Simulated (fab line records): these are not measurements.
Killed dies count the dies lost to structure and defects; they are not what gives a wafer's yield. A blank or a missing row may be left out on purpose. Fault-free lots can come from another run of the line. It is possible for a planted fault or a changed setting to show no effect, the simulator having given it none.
Which tool is to blame?	flow sky130	18 wafers from 6 lots sampled at 2 of the route's 708 steps

## WHAT EACH GAUGE READ, for each wafer
SKY_CONTACT_CD_MEAS_14 targets a cd of 170 nm.
lot	measured	on	cd_nm (nm)
L861	day 32 22:41	cd_sem-02	169.6 170.7 169.5
L864	day 33 17:21	cd_sem-01	169.9 171.3 170.4
L868	day 35 06:23	cd_sem-02	172.7 171.4 170.9
L870	day 35 15:41	cd_sem-01	168.8 167.4 169.0
L872	day 36 07:26	cd_sem-01	168.5 170.2 61.1
L874	day 36 14:53	cd_sem-01	172.0 172.6 172.6

## WHAT TOOL EACH LOT RAN ON (gives the tool, then ch and the chambers of the sampled wafers, and finally the start)
lot	SKY_CONTACT_EXPOSE_11
L861	krf_scanner-02 ch 0, day 32 09:07
L864	krf_scanner-01 ch 0, day 33 04:45
L868	krf_scanner-01 ch 0, day 34 17:14
L870	krf_scanner-02 ch 0, day 35 02:42
L872	krf_scanner-02 ch 0, day 35 18:15
L874	krf_scanner-01 ch 0, day 36 02:19
- SKY_CONTACT_EXPOSE_11: exposes mask CTM1, target cd 170 nm.

## THE ANSWER, worked out from the rows above alone
Rule: the lots themselves supply what counts as usual. Put in order of their means at a reading, lots are off if they are a third of the lots or fewer, leave a main group of 4 or more, and stand apart from it by a gap of 3 or more times the standard deviation of the main group's means; of several such gaps the widest counts. The tables above print the reading to a certain number of digits; a main group whose means all agree to those digits is not used. Also off: a lot with no number at a reading for which 4 or more lots have one. All remaining lots with rows at the step are treated as sound.
Off: L872, at SKY_CONTACT_CD_MEAS_14 (cd_nm). Main group: mean 170.6 nm, sd 1.4.
If a tool, at a process step before that reading, ran all the lots that are off and no sound lot after the first of them, it fits. Gauges at SKY_CONTACT_CD_MEAS_14: tried the same way as those tools. One fits: krf_scanner-02 at SKY_CONTACT_EXPOSE_11. A fault onset in the window from L870 (day 35 02:42, its last sound lot) to L872 (day 35 18:15, its first lot off) fits.

## WHAT WAS PUT IN BY THE SIMULATOR
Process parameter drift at SKY_CONTACT_EXPOSE_11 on krf_scanner-02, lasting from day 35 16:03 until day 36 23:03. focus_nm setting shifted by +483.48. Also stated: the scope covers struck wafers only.
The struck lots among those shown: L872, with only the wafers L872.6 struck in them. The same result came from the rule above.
